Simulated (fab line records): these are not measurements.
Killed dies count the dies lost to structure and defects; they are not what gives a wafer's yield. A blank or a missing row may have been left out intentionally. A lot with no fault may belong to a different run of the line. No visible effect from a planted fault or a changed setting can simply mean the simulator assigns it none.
Which of the tools did it? -- flow sky130 -- 6 lots, 18 wafers sampled, at 1 step of a route of 708

WHAT EACH GAUGE READ, for each wafer
SKY_LOCAL_INTERCONNECT_THK_MEAS_02: measures by xrf.
lot,measured,on,LOCAL_INTERCONNECT_TIN_THK (nm)
L344,day 29 20:13,filmMetro-01,99.7 98.5 99.7
L347,day 31 12:07,filmMetro-04,100.4 101.1 100.0
L351,day 32 20:14,filmMetro-03,99.7 98.2 98.3
L358,day 34 13:08,filmMetro-03,99.7 100.1 101.6
L360,day 35 03:55,filmMetro-01,99.7 98.7 99.0
L364,day 36 13:26,filmMetro-01,100.5 100.0 100.2

WHAT TOOL EACH LOT RAN ON (gives the tool, then ch and the chambers of the sampled wafers, and finally the start)
Before these readings, the record contains no process step.

THE ANSWER, worked out from the rows above alone
Rule: the usual values come from the lots themselves. The widest of any qualifying gaps counts: lots, ordered by their means at a reading, are off when they make up no more than a third of the lots, leave a main group of 4 or more, and stand apart from it by 3 or more times the standard deviation of that group's means. A main group is skipped when, at the precision printed for the reading in the tables above, its means are all equal. Also off: a lot with no number at a reading for which 4 or more lots have one. All remaining lots with rows at the step are treated as sound.
Across all readings shown, no lot is off: no conclusion can be drawn from this.

WHAT WAS PUT IN BY THE SIMULATOR
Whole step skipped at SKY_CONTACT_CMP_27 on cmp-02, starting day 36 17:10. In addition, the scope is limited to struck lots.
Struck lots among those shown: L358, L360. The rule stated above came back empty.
